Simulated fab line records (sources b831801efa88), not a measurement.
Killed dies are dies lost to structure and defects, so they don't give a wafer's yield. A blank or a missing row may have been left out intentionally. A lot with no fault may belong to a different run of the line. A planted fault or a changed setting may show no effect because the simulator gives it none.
Chamber matching / flow gf180mcu / GF_MIM_CVD_05 on pecvd-04 has 3 sister chambers
The step deposits Si3N4, target thk 42 nm, time 29.086 s. 6 wafers are shown with their chamber, then 7 later ones without.

## EACH WAFER AND ITS CHAMBER
wafer=L787.1; chamber=2; heater power w (W)=594
wafer=L787.6; chamber=1; heater power w (W)=490
wafer=L788.5; chamber=1; heater power w (W)=578
wafer=L788.6; chamber=0; heater power w (W)=689
wafer=L791.3; chamber=2; heater power w (W)=548
wafer=L791.4; chamber=0; heater power w (W)=587

## WAFERS MISSING THEIR CHAMBER
wafer=L791.6; heater power w (W)=565
wafer=L793.1; heater power w (W)=591
wafer=L793.4; heater power w (W)=695
wafer=L793.5; heater power w (W)=564
wafer=L792.2; heater power w (W)=584
wafer=L792.3; heater power w (W)=558
wafer=L792.6; heater power w (W)=501

## CHAMBER TAKEN BY EACH
wafer=L791.6; from the rows above=can't be placed: 2 or 1 or 0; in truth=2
wafer=L793.1; from the rows above=can't be placed: 2 or 0 or 1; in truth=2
wafer=L793.4; from the rows above=can't be placed: 0 or 2 or 1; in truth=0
wafer=L793.5; from the rows above=can't be placed: 2 or 1 or 0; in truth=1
wafer=L792.2; from the rows above=can't be placed: 2 or 1 or 0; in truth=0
wafer=L792.3; from the rows above=can't be placed: 2 or 1 or 0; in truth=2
wafer=L792.6; from the rows above=can't be placed: 1 or 2 or 0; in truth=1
Correctly placed: 0 of 7. These rows do not allow placing 7 (true chamber among the candidates in 7). 0 placed wrongly.
How it was worked out, from the rows above alone: a wafer's distance from a chamber is the root of the sum, over the readings, of the square of ((its reading less the chamber's mean) divided by the reading's scatter). The wafer belongs to the nearest chamber; if the next one is less than 2 further off, it can't be placed. Each chamber's mean is taken over the wafers shown for it. The scatter: the root of (the sum of the squares of (reading less its chamber's mean) over the shown wafers, divided by (wafers less chambers)).
